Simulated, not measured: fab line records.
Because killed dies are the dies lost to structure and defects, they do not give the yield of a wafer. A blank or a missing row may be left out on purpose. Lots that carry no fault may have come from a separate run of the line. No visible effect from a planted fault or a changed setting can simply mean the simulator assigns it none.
One fault seen from 2 desks -- flow sky130 -- each desk has only its own numbers; what lay behind them comes last

## DESK OF THE TOOL OWNER: litho_track-04
The tool's own readings at SKY_SD_N_COAT_02 (resist thk 1140 nm): means of the sampled wafers that have a number, for each lot that ran on this tool. A lot is out of limits, marked OUT, if its mean lies more than 4 standard deviations from the usual mean; the brackets give that distance.
Columns: A = chill_plate_temp_C at SKY_SD_N_COAT_02, usual 22.98 C; B = dispense_pressure_kPa at SKY_SD_N_COAT_02, usual 47 kPa; C = resist_line_temp_C at SKY_SD_N_COAT_02, usual 23.01 C
lot,first seen here,A,B,C
L433,day 27 08:16,23.04,52,23.04
L438,day 28 21:31,22.93,52,23.07
L439,day 29 06:38,22.96,52,23.04
L452,day 33 19:26,22.94,52,23.01
L455,day 34 18:41,22.89,52,23.13
L456,day 34 23:07,23.04,52,22.95
Result from this desk: across the 6 lots, nothing is out of limits.

## METROLOGY DESK
Means of the sampled wafers that have a number, per lot and without regard to the tool the lot ran on: this is what the gauges read. A lot is out of limits, marked OUT, if its mean lies more than 4 standard deviations from the usual mean; the brackets give that distance.
Columns: A = LDD_P_TW at SKY_LDD_P_TW_MEAS_11, usual 637; B = LDD_LDN_OVL at SKY_LDD_LDN_OVL_MEAS_07, usual 0.2 nm; C = cd_nm at SKY_SD_P_CD_MEAS_07, usual 380.7 nm; D = cd_nm at SKY_SD_N_CD_MEAS_07, usual 380.4 nm
lot,first seen here,A,B,C,D
L433,day 19 00:34,632,0.7,379.3,380.5
L435,day 19 15:34,635,-0.5,380.1,378.1
L436,day 19 23:26,629,0.9,383.0,376.5
L438,day 20 19:27,640,-2.2,378.1,380.4
L439,day 21 02:56,639,2.2,380.7,382.5
L441,day 22 02:02,629,0.7,379.6,379.5
L443,day 22 21:30,642,0.4,380.3,379.8
L445,day 23 10:57,647,-2.0,376.6,-
L446,day 23 19:34,634,-0.1,380.9,-
L447,day 24 06:06,642,0.5,377.8,-
L451,day 25 14:35,644,0.7,382.6,378.1
L452,day 26 05:08,645,0.3,379.4,382.4
L454,day 26 20:18,631,3.0,380.0,382.6
L455,day 27 04:36,644,-0.3,387.2,382.2
L456,day 27 11:01,625,-0.6,376.7,380.8
Result from this desk: across the 15 lots, nothing is out of limits.

## PUT TOGETHER
The desk of the tool owner found nothing out of limits.
Metrology desk: nothing out of limits seen.

## WHAT THE SIMULATOR HAD PUT IN
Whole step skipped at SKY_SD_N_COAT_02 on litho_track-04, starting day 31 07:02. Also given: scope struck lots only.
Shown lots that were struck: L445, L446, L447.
